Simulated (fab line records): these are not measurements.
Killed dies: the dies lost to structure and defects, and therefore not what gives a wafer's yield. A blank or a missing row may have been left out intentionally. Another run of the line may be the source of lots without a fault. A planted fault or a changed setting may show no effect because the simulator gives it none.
Which tool did it? -- flow gf180mcu -- 12 lots with 36 wafers sampled at 5 steps, on a route of 602 steps

WHAT THE GAUGES SHOWED, per wafer
GF_PASSIVATION_THK_MEAS_03.
lot,measured,on,PASSIVATION_CVD_02_THK (nm)
L653,day 27 23:22,film_metro-01,717 707 696
L654,day 28 01:50,film_metro-04,692 687 704
L655,day 28 15:30,film_metro-04,692 683 701
L656,day 28 23:28,film_metro-01,691 706 711
L658,day 29 12:34,film_metro-03,696 696 697
L659,day 30 02:04,film_metro-04,686 697 699
L665,day 31 20:00,film_metro-01,686 696 688
L666,day 32 00:08,film_metro-03,690 704 699
L672,day 33 16:02,film_metro-01,689 685 700
L673,day 33 21:49,film_metro-04,697 695 697
L674,day 34 01:23,film_metro-03,691 702 701
L676,day 34 11:17,film_metro-01,695 708 701

GF_PASSIVATION_BOW_MEAS_14.
lot,measured,on,PASSIVATION_BOW (um)
L653,day 28 20:32,film_metro-04,140 131 140
L654,day 28 23:00,film_metro-03,128 123 121
L655,day 29 12:07,film_metro-01,132 133 142
L656,day 29 19:38,film_metro-03,131 126 121
L658,day 30 08:49,film_metro-03,144 131 145
L659,day 30 21:22,film_metro-03,129 131 119
L665,day 32 13:31,film_metro-04,206 204 206
L666,day 32 16:52,film_metro-04,200 215 208
L672,day 34 08:44,film_metro-01,133 139 125
L673,day 34 14:28,film_metro-01,133 129 133
L674,day 34 18:19,film_metro-01,140 135 134
L676,day 35 03:29,film_metro-04,136 130 137

EACH LOT AND THE TOOL THAT RAN IT (in order: tool; ch and the chambers of the sampled wafers; start)
lot,GF_V5_CMP_04,GF_TOP_METAL_SPUTTER_01,GF_PASSIVATION_ANNEAL_13
L653,"cmp-01 ch 1,2,3, day 26 03:43","pvd_sputter-04, day 27 02:10","furnace-01 ch 0, day 28 18:59"
L654,"cmp-02 ch 0,2, day 26 05:21","pvd_sputter-03, day 27 04:20","furnace-01 ch 0, day 28 21:29"
L655,"cmp-02 ch 0,1,2, day 26 20:10","pvd_sputter-04, day 27 18:22","furnace-01 ch 0, day 29 10:37"
L656,"cmp-01 ch 2,3, day 27 04:43","pvd_sputter-01, day 28 02:52","furnace-02 ch 0, day 29 18:08"
L658,"cmp-02 ch 1,2, day 27 19:31","pvd_sputter-03, day 28 17:03","furnace-02 ch 0, day 30 07:19"
L659,"cmp-02 ch 0,3, day 28 06:29","pvd_sputter-01, day 29 05:52","furnace-02 ch 0, day 30 19:52"
L665,"cmp-02 ch 0,2, day 30 06:16","pvd_sputter-03, day 31 01:57","furnace-02, day 32 11:58"
L666,"cmp-02 ch 2,3, day 30 10:23","pvd_sputter-04, day 31 05:52","furnace-01, day 32 15:19"
L672,"cmp-01 ch 0,1,2, day 32 04:31","pvd_sputter-04, day 32 22:58","furnace-02 ch 0, day 34 07:13"
L673,"cmp-01 ch 0,3, day 32 10:11","pvd_sputter-03, day 33 04:43","furnace-01 ch 0, day 34 12:55"
L674,"cmp-02 ch 0,2,3, day 32 14:28","pvd_sputter-04, day 33 08:03","furnace-02 ch 0, day 34 16:46"
L676,"cmp-02 ch 0,2, day 33 00:56","pvd_sputter-03, day 33 18:54","furnace-02 ch 0, day 35 01:58"
- GF_V5_CMP_04: polishes SiO2.
- GF_TOP_METAL_SPUTTER_01: material TiN, target thk 30 nm, time 25 s.
- GF_PASSIVATION_ANNEAL_13: time 1800 s.

WHAT THE TOOLS THEMSELVES READ (means of the sampled wafers that have a number; where no wafer has one, the mark that the record gives instead)
GF_V5_CMP_04.
lot,tool,edge_zone_pressure_frac,motor_current_A (A)
L653,cmp-01,1.000,12.6
L654,cmp-02,0.999,11.8
L655,cmp-02,0.996,12.3
L656,cmp-01,1.004,12.2
L658,cmp-02,1.004,13.7
L659,cmp-02,1.003,9.9
L665,cmp-02,1.001,10.7
L666,cmp-02,1.000,12.1
L672,cmp-01,1.004,13.4
L673,cmp-01,0.998,12.4
L674,cmp-02,1.002,11.5
L676,cmp-02,1.000,12.3

GF_TOP_METAL_SPUTTER_01.
lot,tool,throttle_valve_pct (%)
L653,pvd_sputter-04,29.3
L654,pvd_sputter-03,30.2
L655,pvd_sputter-04,30.0
L656,pvd_sputter-01,31.6
L658,pvd_sputter-03,29.4
L659,pvd_sputter-01,31.5
L665,pvd_sputter-03,28.7
L666,pvd_sputter-04,29.4
L672,pvd_sputter-04,29.7
L673,pvd_sputter-03,30.3
L674,pvd_sputter-04,29.3
L676,pvd_sputter-03,30.0

GF_PASSIVATION_ANNEAL_13.
lot,tool,ramp_down_c_per_min,ramp_up_c_per_min
L653,furnace-01,2.9997,10.001
L654,furnace-01,2.9999,9.999
L655,furnace-01,2.9999,10.000
L656,furnace-02,3.0001,9.999
L658,furnace-02,3.0001,9.999
L659,furnace-02,3.0002,9.998
L665,furnace-02,-,-
L666,furnace-01,-,-
L672,furnace-02,3.0002,10.000
L673,furnace-01,2.9999,10.000
L674,furnace-02,2.9998,10.000
L676,furnace-02,3.0000,10.000

THE ANSWER, worked out from the rows above alone
Rule: usual is defined by the lots themselves. The widest of any qualifying gaps counts: lots, ordered by their means at a reading, are off when they make up no more than a third of the lots, leave a main group of 4 or more, and stand apart from it by 3 or more times the standard deviation of that group's means. A main group is skipped when, at the precision printed for the reading in the tables above, its means are all equal. A lot without any number at a reading at which 4 lots or more have one is off too. All remaining lots with rows at the step are treated as sound. After the gauges, taken in route order, come the tools' own readings; for these a lot's mean is taken, as printed above. The first step at which some lot is off is used, and at that step the reading that is off furthest; a lot without a number counts as furthest.
Off: L665, L666, at GF_PASSIVATION_BOW_MEAS_14 (PASSIVATION_BOW). Main group: mean 132 um, sd 5.1.
If a tool, at a process step before that reading, ran all the lots that are off and no sound lot after the first of them, it fits. The gauges at GF_PASSIVATION_BOW_MEAS_14 aren't tried: what is off there is off at GF_PASSIVATION_ANNEAL_13 too, on other tools, and a gauge's error can't cause that. Not one of the candidates tried fits.

WHAT THE SIMULATOR HAD INSERTED
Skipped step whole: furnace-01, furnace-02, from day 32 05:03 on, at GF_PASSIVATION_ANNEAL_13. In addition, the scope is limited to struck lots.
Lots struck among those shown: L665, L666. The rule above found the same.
